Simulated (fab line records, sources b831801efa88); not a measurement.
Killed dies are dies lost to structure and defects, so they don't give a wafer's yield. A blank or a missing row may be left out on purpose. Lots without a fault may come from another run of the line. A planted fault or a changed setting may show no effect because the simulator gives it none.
Which tool did it? | flow gf180mcu | 13 lots, 39 wafers sampled, at 5 steps of a route of 602

WHAT THE GAUGES READ, wafer by wafer
GF_MVPSD_TW_MEAS_11.
lot  | measured     | on            | MVPSD_TW
L622 | day 5 01:01  | film_metro-03 | 551 548 544
L623 | day 5 06:30  | film_metro-02 | 550 553 549
L624 | day 5 12:48  | film_metro-03 | 551 549 547
L625 | day 5 18:14  | film_metro-03 | 546 549 544
L627 | day 6 07:56  | film_metro-02 | 554 552 552
L628 | day 6 14:38  | film_metro-02 | 550 548 549
L631 | day 7 07:20  | film_metro-02 | 556 554 554
L632 | day 7 11:59  | film_metro-01 | 550 549 550
L633 | day 7 19:05  | film_metro-02 | 555 553 552
L637 | day 8 20:47  | film_metro-02 | 545 545 543
L638 | day 9 04:03  | film_metro-02 | 552 553 546
L641 | day 9 16:18  | film_metro-02 | 546 549 549
L644 | day 10 11:38 | film_metro-02 | 551 553 554

GF_PSD_OVL_MEAS_08.
lot  | measured     | on         | PSD_OVL (nm)
L622 | day 14 00:13 | overlay-01 | -0.7 0.6 -2.2
L623 | day 14 12:23 | overlay-01 | 2.5 2.4 1.4
L624 | day 15 00:25 | overlay-02 | -0.1 -0.9 -0.4
L625 | day 15 01:28 | overlay-01 | 1.4 -0.9 0.2
L627 | day 15 23:19 | overlay-01 | 0.2 -2.5 0.3
L628 | day 16 11:22 | overlay-01 | -0.5 -0.5 0.6
L631 | day 17 10:13 | overlay-02 | -1.0 -0.6 -2.2
L632 | day 17 17:47 | overlay-01 | -82.6 -82.8 -84.0
L633 | day 18 01:07 | overlay-01 | 0.6 0.0 1.0
L637 | day 19 19:22 | overlay-01 | 1.1 0.9 1.2
L638 | day 20 01:49 | overlay-01 | -86.1 -86.1 -84.1
L641 | day 20 21:05 | overlay-01 | -0.2 -2.0 -2.7
L644 | day 21 22:35 | overlay-02 | -1.1 0.5 -2.2

GF_V2_OVL_MEAS_15.
lot  | measured     | on         | V2_OVL (nm)
L622 | day 19 22:50 | overlay-01 | -10 -1 -4
L623 | day 20 12:28 | overlay-02 | -4 -11 -3
L624 | day 21 04:10 | overlay-01 | -5 -3 -5
L625 | day 21 05:55 | overlay-01 | 4 -6 -3
L627 | day 22 04:46 | overlay-01 | -6 -3 -3
L628 | day 22 16:16 | overlay-01 | 1 -7 1
L631 | day 23 14:25 | overlay-01 | -8 -11 -11
L632 | day 24 00:43 | overlay-02 | -6 -2 -8
L633 | day 24 08:18 | overlay-02 | -7 -2 -14
L637 | day 25 22:05 | overlay-01 | -3 -5 -13
L638 | day 26 02:40 | overlay-01 | -8 -8 -5
L641 | day 26 20:01 | overlay-02 | -5 -12 -6
L644 | day 28 12:04 | overlay-02 | -3 -1 -5

WHICH TOOL RAN EACH LOT (tool, then ch and the chambers of the sampled wafers, then the start)
lot  | GF_POLY_GATE_ETCH_12               | GF_PSD_EXPOSE_04
L622 | rie_diel-04 ch 1,2, day 9 01:57    | iline_stepper-02 ch 0, day 13 14:30
L623 | rie_diel-01 ch 0,1,2, day 9 11:34  | iline_stepper-02 ch 0, day 14 01:57
L624 | rie_diel-01 ch 0,2, day 9 18:49    | iline_stepper-01 ch 0, day 14 13:54
L625 | rie_diel-02 ch 1,2, day 9 23:42    | iline_stepper-02 ch 0, day 14 15:43
L627 | rie_diel-02 ch 0,2,3, day 10 16:39 | iline_stepper-01 ch 0, day 15 12:40
L628 | rie_diel-02 ch 1,2,3, day 11 00:10 | iline_stepper-02 ch 0, day 16 00:19
L631 | rie_diel-04 ch 1,2, day 11 20:00   | iline_stepper-02 ch 0, day 16 22:45
L632 | rie_diel-04 ch 1,2,3, day 12 01:55 | iline_stepper-02 ch 0, day 17 06:16
L633 | rie_diel-01 ch 0,2,3, day 12 10:46 | iline_stepper-01 ch 0, day 17 13:35
L637 | rie_diel-01 ch 0,1,3, day 13 18:27 | iline_stepper-01 ch 0, day 19 06:56
L638 | rie_diel-02 ch 0,2, day 14 04:22   | iline_stepper-02 ch 0, day 19 14:20
L641 | rie_diel-02 ch 0,1,3, day 14 18:46 | iline_stepper-01 ch 0, day 20 08:53
L644 | rie_diel-01 ch 0,1,3, day 15 17:03 | iline_stepper-01 ch 0, day 21 10:17
- GF_POLY_GATE_ETCH_12: etches BARC in N2/H2.
- GF_PSD_EXPOSE_04: exposes mask Pplus, target cd 400 nm.

WHAT THE TOOLS THEMSELVES READ (means of the sampled wafers that have a number; where no wafer has one, the mark that the record gives instead)
GF_POLY_GATE_ETCH_12.
lot  | tool        | bias_w (W) | drypump_motor_current_A (A) | oes_product_au (a.u.) | throttle_valve_pct (%)
L622 | rie_diel-04 | 100.2      | 5.8                         | 0.739                 | 13.219
L623 | rie_diel-01 | 99.9       | 6.3                         | 0.732                 | 13.212
L624 | rie_diel-01 | 100.0      | 5.9                         | 0.738                 | 13.223
L625 | rie_diel-02 | 100.2      | 5.7                         | 0.739                 | 13.221
L627 | rie_diel-02 | 100.1      | 5.5                         | 0.735                 | 13.207
L628 | rie_diel-02 | 99.9       | 5.4                         | 0.736                 | 13.209
L631 | rie_diel-04 | 99.9       | 5.8                         | 0.739                 | 13.226
L632 | rie_diel-04 | 99.6       | 6.1                         | 0.740                 | 13.218
L633 | rie_diel-01 | 100.0      | 6.0                         | 0.739                 | 13.214
L637 | rie_diel-01 | 100.4      | 6.3                         | 0.738                 | 13.219
L638 | rie_diel-02 | 100.0      | 5.7                         | 0.738                 | 13.204
L641 | rie_diel-02 | 100.0      | 5.7                         | 0.739                 | 13.210
L644 | rie_diel-01 | 100.2      | 6.3                         | 0.736                 | 13.217

GF_PSD_EXPOSE_04.
lot  | tool             | focus_offset_nm (nm)
L622 | iline_stepper-02 | -0.5
L623 | iline_stepper-02 | 0.1
L624 | iline_stepper-01 | -0.2
L625 | iline_stepper-02 | 0.1
L627 | iline_stepper-01 | 0.1
L628 | iline_stepper-02 | 0.4
L631 | iline_stepper-02 | -0.5
L632 | iline_stepper-02 | -0.1
L633 | iline_stepper-01 | 0.5
L637 | iline_stepper-01 | 0.2
L638 | iline_stepper-02 | -0.0
L641 | iline_stepper-01 | 1.0
L644 | iline_stepper-01 | -0.1

THE ANSWER, worked out from the rows above alone
Rule: what is usual is taken from the lots themselves. Put in order of their means at a reading, lots are off if they are a third of the lots or fewer, leave a main group of 4 or more, and stand apart from it by a gap of 3 or more times the standard deviation of the main group's means; of several such gaps the widest counts. A main group whose means are all the same, to the digits that the tables above print for the reading, isn't used. A lot without any number at a reading at which 4 lots or more have one is off too. The other lots that the step has rows for count as sound. The gauges are gone through in route order, then the tools' own readings, and for those a lot's mean is taken as printed above. The first step at which some lot is off is used, and at that step the reading that is off furthest; a lot without a number counts as furthest.
Off: L632, L638, at GF_PSD_OVL_MEAS_08 (PSD_OVL). The main group: mean -0.2 nm, standard deviation 1.
A tool fits if, at a process step before that reading, it ran every lot that is off, and no sound lot after the first of them. The gauges at GF_PSD_OVL_MEAS_08 are tried like those tools. One fits: iline_stepper-02 at GF_PSD_EXPOSE_04. Its last sound lot is L631 (day 16 22:45), its first lot that is off L632 (day 17 06:16): a fault that began between those two fits.

WHAT THE SIMULATOR HAD PUT IN
Scanner matching overlay: iline_stepper-02, from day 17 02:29 on, at GF_PSD_EXPOSE_04. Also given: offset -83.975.
Lots struck among those shown: L632, L638. The rule above found the same.
